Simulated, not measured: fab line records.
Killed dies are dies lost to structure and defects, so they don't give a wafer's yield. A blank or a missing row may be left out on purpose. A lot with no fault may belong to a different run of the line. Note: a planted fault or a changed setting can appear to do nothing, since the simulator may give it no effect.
Matching of chambers ; flow sky130 ; cmp-02 running SKY_VIA2_CMP_02: 4 sister chambers
The step polishes SiO2. 4 wafers are shown with their chamber, then 7 later ones without.

== EACH WAFER AND ITS CHAMBER ==
wafer;chamber;motor_current_A (A)
L200.1;2;13.4
L200.3;1;14.0
L208.1;3;12.6
L208.4;0;10.4

== WAFERS MISSING THEIR CHAMBER ==
wafer;motor_current_A (A)
L208.5;9.8
L210.1;14.2
L210.4;10.2
L210.6;10.8
L214.3;10.6
L214.4;11.8
L214.6;13.0

== WHICH CHAMBER EACH WENT THROUGH ==
wafer;from the rows above;in truth
L208.5;0;0
L210.1;can't be placed: 1 or 2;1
L210.4;0;0
L210.6;0;0
L214.3;0;0
L214.4;can't be placed: 3 or 0 or 2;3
L214.6;can't be placed: 2 or 3 or 1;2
Correct placement for 4 of the 7. From these rows, 3 cannot be placed; in 3 the true chamber is one of the candidates. Placed wrongly: 0.
How it was worked out, from the rows above alone: a wafer's distance from a chamber is the root of the sum, over the readings, of the square of ((its reading less the chamber's mean) divided by the reading's scatter). If the next closest chamber is less than 2 further off than the closest, the wafer can't be placed; otherwise it belongs to the closest. The mean given for a chamber averages the wafers shown for that chamber. The scatter (one wafer shown for each chamber): square how far every hidden wafer sits from the nearest shown wafer, average those squares and take the square root.
